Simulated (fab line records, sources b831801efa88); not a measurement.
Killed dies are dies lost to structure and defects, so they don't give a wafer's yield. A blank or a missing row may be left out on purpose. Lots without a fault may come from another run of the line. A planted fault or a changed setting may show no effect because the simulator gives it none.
fab line records | flow sfq_line
record lots=6 wafers=18 last_day=91
route steps=325 shown M2@99 I2@103
lots that met no fault: from a run of the same line without faults
start_h: hours from the record's first day to the start of the lot's first wafer shown | wait_h: hours since the lot's step before | " the same as in the row above | L1.1+2: a row that stands for several wafers | - no value, or no start given | * or withheld: withheld | < > ~ a bound
route shown NAME@n: a module of which the file shows steps, and the number in the route of the first | usual: mean/standard deviation of fault-free wafers | same: alike in all rows | chamber/n: place in a boat | sites: the reading at each site | _std_site: their standard deviation | _edge_site: outer sites' mean less inner sites' | radius_mm: how far each site lies from the wafer's centre | mask NAME#n: copy n | behind: the tool/chamber that last shaped the wafer | hold: why the lot was held/for how many hours/how that ended | device: the transistor (n, p or np) that didn't switch | end of line: the same wafers' tests at the end of the route | a step without rows: its recipe alone | killed: dies lost to structure and defects at the first sort, not the wafer's yield | map: a wafer's dies, x killed, . not, _ none there
set.NAME: the setting as run; set.NAME@STEP: as run at that earlier step | model.NAME: the simulator's own value behind a step, which no gauge read
lots at some steps of the route; a table a step, a row a wafer
services: from which hour (start_h, from the record's first day; less than 0 if before it) a tool's chamber was out of use, for how many hours, and why
## steps
# step SFQ_TRILAYER_M2_BARC_OPEN_METAL_ETCH_077
# recipe mask_material=PR chemistry=O2 target_depth_nm=125 target=BARC icp_w=600 bias_w=80 pressure_mtorr=10 time_s=41.7
# usual drypump_motor_current_A=5.4/0.47 oes_product_au=0.685/0.0043
# same time_s=41.7
# columns lot.wafer tool chamber start_h wait_h drypump_motor_current_A oes_product_au rf_hours_counter_h
L382.1 rie_metal-03 0 576.12 0.0 5.6 0.684 3
L382.3 " 1 " " 4.9 0.690 -
L382.4 " 0 " " 5.6 0.681 -
L384.2 rie_metal-04 0 584.52 0.0 5.0 0.691 115
L384.3 " 1 " " 6.2 0.685 -
L384.5 " 1 " " 6.2 0.686 -
L388.3 rie_metal-03 1 631.34 0.0 4.9 0.687 -
L388.4 " 0 " " 5.6 0.687 -
L388.5 " 0 " " 5.6 0.691 -
L392.1 rie_metal-01 1 661.23 0.0 5.0 0.690 93
L392.2 " 0 " " 5.8 0.683 113
L392.4 " 0 " " 5.8 0.693 -
L399.1 rie_metal-04 1 721.23 0.0 6.2 0.679 77
L399.4 " 0 " " 5.0 0.684 -
L399.6 " 1 " " 6.2 0.688 -
L401.3 rie_metal-04 0 743.11 0.0 5.0 0.691 -
L401.4 " 1 " " 6.2 0.685 -
L401.5 " 1 " " 6.2 0.686 -
# step SFQ_TRILAYER_M2_ETCH_METAL_ETCH_060
# recipe target=Nb stop_on=SiO2 mask_material=PR chemistry=Cl2/Ar target_depth_nm=240 icp_w=600 bias_w=80 pressure_mtorr=10 time_s=120
# usual drypump_motor_current_A=5.4/0.47 oes_product_au=0.895/0.0066
# same time_s=120
# columns lot.wafer tool chamber start_h wait_h drypump_motor_current_A oes_product_au rf_hours_counter_h
L382.1 rie_metal-03 0 576.18 0.0 5.7 0.882 3
L382.3 " 1 " " 4.9 0.888 -
L382.4 " 0 " " 5.6 0.883 -
L384.2 rie_metal-04 0 584.58 0.0 5.0 0.897 115
L384.3 " 1 " " 6.2 0.901 -
L384.5 " 1 " " 6.2 0.909 -
L388.3 rie_metal-03 1 631.42 0.1 4.9 0.890 -
L388.4 " 0 " " 5.6 0.889 -
L388.5 " 0 " " 5.6 0.893 -
L392.1 rie_metal-01 1 661.29 0.0 5.0 0.897 93
L392.2 " 0 " " 5.8 0.888 113
L392.4 " 0 " " 5.9 0.899 -
L399.1 rie_metal-04 1 721.29 0.0 6.2 0.876 77
L399.4 " 0 " " 5.0 0.891 -
L399.6 " 1 " " 6.2 0.891 -
L401.3 rie_metal-04 0 743.19 0.1 5.0 0.896 -
L401.4 " 1 " " 6.2 0.900 -
L401.5 " 1 " " 6.2 0.900 -
# step SFQ_TRILAYER_M2_STRIP_STRIP_061
# recipe gas=O2 power_w=200 platen_temp_c=40 overash_fraction=0.65 chemistry=O2 pressure_mtorr=50
# usual drypump_motor_current_A=5.4/0.46 oes_product_au=1.001/0.0085
# columns lot.wafer tool chamber start_h wait_h drypump_motor_current_A oes_product_au rf_hours_counter_h
L382.1 rie_metal-03 0 576.30 0.1 5.6 1.001 3
L382.3 " 1 " " 4.9 1.008 -
L382.4 " 0 " " 5.7 0.998 -
L384.2 rie_metal-04 0 584.70 0.1 5.0 1.012 115
L384.3 " 1 " " 6.1 0.982 -
L384.5 " 1 " " 6.2 0.999 -
L388.3 rie_metal-03 1 631.70 0.2 4.9 1.021 -
L388.4 " 0 " " 5.6 0.999 -
L388.5 " 0 " " 5.6 1.006 -
L392.1 rie_metal-01 1 661.42 0.1 5.0 1.011 93
L392.2 " 0 " " 5.8 1.003 113
L392.4 " 0 " " 5.8 0.988 -
L399.1 rie_metal-04 1 721.42 0.1 6.2 1.007 77
L399.4 " 0 " " 5.0 0.999 -
L399.6 " 1 " " 6.2 1.005 -
L401.3 rie_metal-04 0 743.47 0.2 5.1 0.997 -
L401.4 " 1 " " 6.2 0.998 -
L401.5 " 1 " " 6.2 0.997 -
# step SFQ_TRILAYER_M2_STRIP_SOLV_CLEAN_062
# recipe chemistry=NMP temp_c=70 time_s=600
# step SFQ_TRILAYER_I2_DEP_PECVD_063
# recipe material=SiO2 temp_c=150 time_s=111.11 pressure_torr=2.4 rf_w=183.3 precursor=SiH4/N2O target_thk_nm=500
# usual heater_power_w=82/10 throttle_valve_pct=24.6/1.2
# same time_s=111.11
# columns lot.wafer tool chamber start_h wait_h heater_power_w since_wet_clean_h throttle_valve_pct
L382.1 pecvd-02 0 577.08 0.0 70 738 26.3
L382.3 " 1 " " 90 738 25.5
L382.4 " 0 " " 75 - 26.2
L384.2 pecvd-04 2 585.48 0.0 93 377 23.2
L384.3 " 0 " " 79 377 25.2
L384.5 " 2 " " 96 - 22.6
L388.3 pecvd-04 2 632.29 0.0 87 424 23.2
L388.4 " 1 " " 67 - 22.8
L388.5 " 0 " " 90 - 25.7
L392.1 pecvd-03 2 662.19 0.0 67 84 24.3
L392.2 " 1 " " 75 84 23.6
L392.4 " 0 " " 90 - 23.4
L399.1 pecvd-04 0 722.19 0.0 95 514 25.8
L399.4 " 2 " " 87 - 23.2
L399.6 " 0 " " 78 - 26.0
L401.3 pecvd-03 2 744.07 0.0 66 166 24.6
L401.4 " 0 " " 90 - 23.4
L401.5 " 2 " " 68 - 24.5
# step SFQ_TRILAYER_I2_CMP_CMP_064
# recipe material=SiO2 down_force_psi=3 platen_rpm=60 pad_velocity_m_s=0.94248
# step SFQ_I2_BOW_MEAS_917
# recipe mode=bow
# usual I2_BOW=4/6.9
# columns lot.wafer tool chamber start_h wait_h I2_BOW[um]
L382.1 film_metro-01 - 580.57 2.5 12
L382.3 " - " " -5
L382.4 " - " " 7
L384.2 film_metro-02 - 589.18 2.5 3
L384.3 " - " " -2
L384.5 " - " " -12
L388.3 film_metro-03 - 635.41 2.5 12
L388.4 " - " " 8
L388.5 " - " " 16
L392.1 film_metro-02 - 665.27 2.0 13
L392.2 " - " " 9
L392.4 " - " " 5
L399.1 film_metro-02 - 737.65 1.5 3
L399.4 " - " " -1
L399.6 " - " " -5
L401.3 film_metro-03 - 753.55 1.5 15
L401.4 " - " " 16
L401.5 " - " " 6
# step SFQ_TRILAYER_I2_METRO_MEASURE_065
# usual thk_nm=200.1/1.1
# columns lot.wafer tool chamber start_h wait_h thk_nm
L382.1 film_metro-01 - 580.69 0.1 199.5
L382.3 " - " " 200.4
L382.4 " - " " 199.5
L384.2 film_metro-02 - 589.48 0.3 200.3
L384.3 " - " " 201.1
L384.5 " - " " 201.1
L388.3 film_metro-03 - 635.89 0.5 200.3
L388.4 " - " " 200.6
L388.5 " - " " 199.0
L392.1 film_metro-02 - 665.39 0.1 198.9
L392.2 " - " " 198.5
L392.4 " - " " 199.6
L399.1 film_metro-02 - 737.77 0.1 198.9
L399.4 " - " " 200.5
L399.6 " - " " 198.8
L401.3 film_metro-03 - 754.03 0.5 198.5
L401.4 " - " " 200.2
L401.5 " - " " 201.1
# step SFQ_TRILAYER_I2_VIA_LITHO_COAT_072
# recipe resist=BARC spin_rpm=3000 resist_thk_nm=62
# step SFQ_TRILAYER_I2_VIA_LITHO_COAT_067
# recipe resist=KrF spin_rpm=3000 resist_thk_nm=650
# step SFQ_TRILAYER_I2_VIA_LITHO_SOFTBAKE_071
# recipe temp_c=withheld time_s=withheld resist=KrF
# step SFQ_TRILAYER_I2_VIA_LITHO_EXPOSE_068
# recipe mask_id=I2 na=0.6 source_shape=conventional sigma_outer=0.65 target_cd_nm=500 dose_mj=21.3
# step SFQ_TRILAYER_I2_VIA_LITHO_PEB_070
# recipe peb_temp_c=115 peb_time_s=60 resist=KrF
# usual heater_power_total_W=79.14/0.073 plate_temp_C=114.99/0.13
# columns lot.wafer tool chamber start_h wait_h heater_power_total_W plate_temp_C
L382.1 litho_track-03 0 749.95 1.0 79.01 115.17
L382.3 " 0 " " 79.12 114.87
L382.4 " 0 " " 79.24 114.84
L384.2 litho_track-04 0 755.98 0.8 79.13 115.04
L384.3 " 0 " " 79.18 115.13
L384.5 " 0 " " 79.12 114.94
L388.3 litho_track-03 0 790.93 0.7 75.19 110.63
L388.4 " 0 " " 75.10 110.68
L388.5 " 0 " " 75.20 110.59
L392.1 litho_track-03 0 813.80 1.0 75.04 110.73
L392.2 " 0 " " 75.10 110.55
L392.4 " 0 " " 75.17 110.67
L399.1 litho_track-04 0 866.39 1.0 79.21 115.04
L399.4 " 0 " " 79.18 115.05
L399.6 " 0 " " 79.17 114.89
L401.3 litho_track-04 0 885.64 0.7 79.16 115.04
L401.4 " 0 " " 79.14 114.70
L401.5 " 0 " " 78.96 114.87
# step SFQ_TRILAYER_I2_VIA_LITHO_DEVELOP_069
# recipe time_s=60 resist=KrF
## services
# columns tool chamber start_h hours kind
pecvd-03 - 558.33 0.5 repair
pecvd-03 - 563.75 14.0 pm
film_metro-03 - 567.21 2.8 pm
film_metro-03 - 599.10 5.6 pm
rie_metal-03 - 611.95 2.8 pm
film_metro-02 - 622.28 0.6 pm
pecvd-04 - 646.92 0.8 repair
pecvd-04 - 653.22 1.1 repair
film_metro-03 - 659.07 1.1 pm
film_metro-02 - 661.81 1.6 pm
film_metro-03 - 667.21 1.3 pm
pecvd-03 - 684.82 5.5 pm
rie_metal-03 - 771.20 0.5 repair
rie_metal-04 - 780.39 0.8 repair
film_metro-02 - 792.97 0.5 pm
rie_metal-04 - 793.74 1.1 repair
pecvd-03 2 800.37 14.2 repair
pecvd-04 2 811.84 2.7 repair
film_metro-03 - 812.21 0.9 pm
pecvd-04 - 812.95 14.5 repair
pecvd-04 1 827.29 2.0 repair
film_metro-03 - 834.93 1.3 repair
rie_metal-04 - 866.13 0.2 repair
film_metro-02 - 867.18 0.6 pm
## key
first_sign step=SFQ_TRILAYER_I2_VIA_LITHO_PEB_070 reading=heater_power_total_W direction=down sigmas=55 usual=79.14 struck=75.13
effect step=SFQ_TRILAYER_I2_VIA_LITHO_PEB_070 reading=plate_temp_C direction=down sigmas=33 usual=* struck=*
met_at SFQ_TRILAYER_I2_VIA_LITHO_PEB_070
struck_wafers L388.3,L388.4,L388.5,L392.1,L392.2,L392.4
onset_between 749.95 790.93
fault kind=process_parameter_drift tool=litho_track-03 chamber=- onset_h=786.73 steps=SFQ_TRILAYER_I2_VIA_LITHO_PEB_070 channel=peb_temp_c offset=* shape=step end_h=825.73 acts_in=* stated=*
